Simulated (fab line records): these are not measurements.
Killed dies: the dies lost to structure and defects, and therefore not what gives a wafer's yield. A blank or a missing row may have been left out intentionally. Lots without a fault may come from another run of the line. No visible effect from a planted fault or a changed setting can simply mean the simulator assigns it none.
Struck lot and sound lot, side by side ; flow gf180mcu ; 44 steps out of a route of 602
Sound: the wafers L972.1, L972.3, L972.4. Struck: wafer L963.1 (L963.2, L963.4, from the same lot, were not struck and are left out); the cause is given at the end.
Per side, at each step with rows, come the tool, then ch with its chambers, and then its first start. Under that, the readings that differ: sound wafers ; struck wafers ; difference of the means ; sigmas: that difference in standard deviations of wafers without a fault.
alike: words and numbers the same on both sides, and readings whose means are apart by under 2 such deviations; not compared: readings that were withheld, readings missing a value for some wafer, numbers with overlapping values and no deviation given by the record, and bounds like >300 which may hide the same value.
Wherever a step has rows on one side only, a row that says differs or no value, or a row with sigmas, the two part there. When numbers do not overlap yet have no deviation, they are printed without sigmas and do not part them. A reading missing from all wafers of one side parts the sides only when that side holds two or more wafers.

first, 4 steps without rows for these wafers: GF_V4_CLEAN_20 (cleans in DIW); GF_V4_SPUTTER_21 (material Ti, target thk 15 nm, time 80.02 s); GF_V4_SPUTTER_22 (material TiN, target thk 10 nm, time 40 s); GF_V4_CVD_23 (deposits W, target thk 350 nm, time 104.9 s).
GF_V4_RS_MEAS_24: uses a four-point probe to measure.
  sound: film-metro-01 at day 29 01:16; struck: film-metro-02 at day 26 09:12
  alike: V4_W_RS
GF_V4_THK_MEAS_25: measures by xrf.
  sound: film-metro-01 at day 29 01:23; struck: film-metro-02 at day 26 09:19
  alike: V4_W_THK
then, 3 steps without rows for these wafers: GF_V4_CMP_26 (polishes, stops on SiO2, t overpolish 15 s, target thk 0 nm); GF_MIM_SPUTTER_00 (material Ti, target thk 37.5 nm, time 150 s); GF_MIM_SPUTTER_01 (material TiN, target thk 30 nm, time 25 s).
GF_MIM_SPUTTER_02: material AlCu, target thk 450 nm, time 23.9 s.
  sound: pvd-sputter-02 at day 29 01:53; struck: pvd-sputter-02 at day 26 09:49
  alike: throttle-valve-pct
then, 1 step without rows for these wafers: GF_MIM_SPUTTER_03 (material Ti, target thk 10 nm, time 6.7 s).
GF_MIM_SPUTTER_04: material TiN, target thk 50 nm, time 41.7 s.
  sound: pvd-sputter-02 at day 29 01:56; struck: pvd-sputter-02 at day 26 09:52
  alike: throttle-valve-pct
GF_MIM_CVD_05: deposits Si3N4, target thk 42 nm, time 29.086 s.
  sound on pecvd-03 ch 0,1, day 29 01:58; struck on pecvd-02 ch 2, day 26 09:54
reading;sound;struck;difference;sigmas
model.Si3N4_of_MIM_CVD_05.thk-nm (nm);41.97 41.55 42.82;43.03;+0.92;
  alike: heater-power-outer-w, heater-power-w, susceptor-temp-C
GF_MIM_THK_MEAS_06:
  sound: film-metro-02 at day 29 02:00; struck: film-metro-01 at day 26 09:56
  alike: MIM_CVD_05_THK
then, 1 step without rows for these wafers: GF_MIM_SPUTTER_07 (material TiN, target thk 60 nm, time 50 s).
GF_MIM_SPUTTER_08: material AlCu, target thk 200 nm, time 10.6 s.
  sound: pvd-sputter-01 at day 29 02:07; struck: pvd-sputter-01 at day 26 10:02
  alike: throttle-valve-pct
then, 1 step without rows for these wafers: GF_MIM_SPUTTER_09 (material TiN, target thk 35 nm, time 29.2 s).
GF_MIM_RS_MEAS_10: uses a four-point probe to measure.
  sound: film-metro-02 at day 29 02:10; struck: film-metro-03 at day 26 10:05
  alike: MIM_ALCU_RS
GF_MIM_THK_MEAS_11: measures by xrf.
  sound: film-metro-02 at day 29 02:17; struck: film-metro-03 at day 26 10:13
  alike: MIM_ALCU_THK
then, 7 steps without rows for these wafers: GF_MIM_DEHYDRATE_12 (time 60 s); GF_MIM_HMDS_13 (prime time 60 s); GF_MIM_COAT_14 (resist thk 1000 nm); GF_MIM_SOFTBAKE_15 (time 60 s); GF_MIM_EXPOSE_16 (exposes mask FuseTop, target cd 2000 nm); GF_MIM_PEB_17; GF_MIM_DEVELOP_18 (develop time 60 s).
GF_MIM_METAL_ETCH_19: etches the open film in Cl2/BCl3, stops on Si3N4, target depth 324.5 nm, time 54.1 s.
  sound on rie-metal-01 ch 0,1, day 29 20:35; struck on rie-metal-03 ch 0, day 27 06:41
  alike: bcl3-flow-sccm, chamber-pressure-mTorr, drypump-motor-current-A, oes-product-au, throttle-valve-pct
  not compared: rf-hours-counter-h
GF_MIM_STRIP_20: strips in O2/N2.
  sound on plasma-asher-01 ch 0,1, day 29 20:40; struck on plasma-asher-01 ch 0, day 27 06:46
reading;sound;struck;difference;sigmas
chamber-pressure-mTorr (mTorr);1498.2 1498.4 1499.4;1501.4;+2.7;+2
  alike: drypump-motor-current-A, heater-power-w, o2-flow-sccm, oes-product-au, strip-time-to-endpoint-s
  not compared: rf-hours-counter-h
then, 9 steps without rows for these wafers: GF_MIM_STRIP_21 (strips in post etch residue remover, time 1200 s); GF_MIM_CLEAN_22 (cleans in DIW); GF_M5_DEHYDRATE_00 (time 60 s); GF_M5_HMDS_01 (prime time 60 s); GF_M5_COAT_02 (resist thk 1000 nm); GF_M5_SOFTBAKE_03 (time 60 s); GF_M5_EXPOSE_04 (exposes mask Metal5, target cd 280 nm); GF_M5_PEB_05 (peb time 90 s); GF_M5_DEVELOP_06 (develop time 60 s).
GF_M5_CD_MEAS_07: target cd 280 nm.
  sound: cd-sem-02 at day 30 15:13; struck: cd-sem-02 at day 28 02:43
  alike: cd-nm
GF_M5_OVL_MEAS_08:
  sound: overlay-02 at day 30 15:20; struck: overlay-01 at day 28 02:50
  alike: M5_OVL
then, 3 steps without rows for these wafers: GF_M5_ETCH_09 (etches Si3N4 in CF4/O2, target depth 52 nm, time 11.6 s); GF_M5_METAL_ETCH_10 (etches the open film in Cl2/BCl3, stops on SiO2, target depth 627.5 nm, time 104.6 s); GF_M5_STRIP_11 (strips in O2/N2).
GF_M5_STRIP_12: strips in post etch residue remover, time 1200 s.
  sound on wet-bench-02 ch 3, day 30 15:43; struck on wet-bench-03 ch 0, day 28 03:06
reading;sound;struck;difference;sigmas
model.Si3N4_of_MIM_CVD_05.thk-nm (nm);41.25 40.83 42.1;42.31;+0.92;
  alike: temp-c
-- the record jumps here: 3 days lie between the struck wafers' starts before and after (it left off in module M5 and takes up again in module PASSIVATION, whose first step shown is number 602 of the route) --
GF_PASSIVATION_PROBE_99:
  record: rows for the struck wafers here (prober-01, day 30 18:42), none for the sound ones

## WHERE THEY PART
Earliest at GF_MIM_STRIP_20; latest, in this record, at GF_PASSIVATION_PROBE_99.

WHY: the cause the simulator had injected
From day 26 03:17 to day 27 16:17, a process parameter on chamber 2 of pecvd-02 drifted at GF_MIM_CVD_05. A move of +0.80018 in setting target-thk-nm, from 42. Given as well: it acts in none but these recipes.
